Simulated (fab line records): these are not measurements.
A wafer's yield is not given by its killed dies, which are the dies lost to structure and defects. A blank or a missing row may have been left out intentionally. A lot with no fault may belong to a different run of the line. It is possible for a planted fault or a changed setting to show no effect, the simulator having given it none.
What tool caused it? | flow sky130 | 14 lots (41 wafers sampled), 1 step of a 708-step route

WHAT THE GAUGES SHOWED, per wafer
SKY_POLY_GATE_CD_MEAS_13 targets a cd of 150 nm.
lot  | measured     | on        | cd-nm (nm)
L932 | day 16 09:50 | cd-sem-01 | 151.7 151.6 150.5
L933 | day 16 13:22 | cd-sem-02 | 149.7 148.5 147.8
L934 | day 17 00:33 | cd-sem-02 | 151.2 150.2 151.6
L935 | day 17 04:56 | cd-sem-01 | 151.3 151.3 151.9
L936 | day 18 04:10 | cd-sem-02 | 148.2 148.3 145.7
L938 | day 18 15:32 | cd-sem-02 | 150.8 149.0 150.3
L939 | day 19 01:25 | cd-sem-02 | 151.4 151.3 151.3
L942 | day 20 01:13 | cd-sem-01 | 150.9 151.6 149.5
L943 | day 20 10:53 | cd-sem-02 | 150.3 149.2 149.7
L945 | day 21 08:31 | cd-sem-01 | 147.4 148.6 146.9
L952 | day 23 14:41 | cd-sem-02 | 152.3 154.1
L953 | day 24 01:15 | cd-sem-02 | 149.3 149.9 149.4
L954 | day 24 03:34 | cd-sem-02 | 149.7 149.4 150.9
L955 | day 24 10:43 | cd-sem-01 | 150.4 150.4 150.1

EACH LOT AND THE TOOL THAT RAN IT (in order: tool; ch and the chambers of the sampled wafers; start)
Before these readings, the record contains no process step.

WHAT THE TOOLS THEMSELVES READ (means of the sampled wafers that have a number; where no wafer has one, the mark that the record gives instead)
The record holds no such reading with a usual standard deviation.

THE ANSWER, worked out from the rows above alone
Rule: what is usual is taken from the lots themselves. Put in order of their means at a reading, lots are off if they are a third of the lots or fewer, leave a main group of 4 or more, and stand apart from it by a gap of 3 or more times the standard deviation of the main group's means; of several such gaps the widest counts. A main group is skipped when, at the precision printed for the reading in the tables above, its means are all equal. A lot without any number at a reading at which 4 lots or more have one is off too. All remaining lots with rows at the step are treated as sound. First the gauges in route order, then the tools' own readings, where a lot's mean is used as printed above. The first step at which some lot is off is used, and at that step the reading that is off furthest; a lot without a number counts as furthest.
No lot is off on any of the readings shown, so nothing can be concluded from this.

WHAT HAD BEEN PUT IN BY THE SIMULATOR
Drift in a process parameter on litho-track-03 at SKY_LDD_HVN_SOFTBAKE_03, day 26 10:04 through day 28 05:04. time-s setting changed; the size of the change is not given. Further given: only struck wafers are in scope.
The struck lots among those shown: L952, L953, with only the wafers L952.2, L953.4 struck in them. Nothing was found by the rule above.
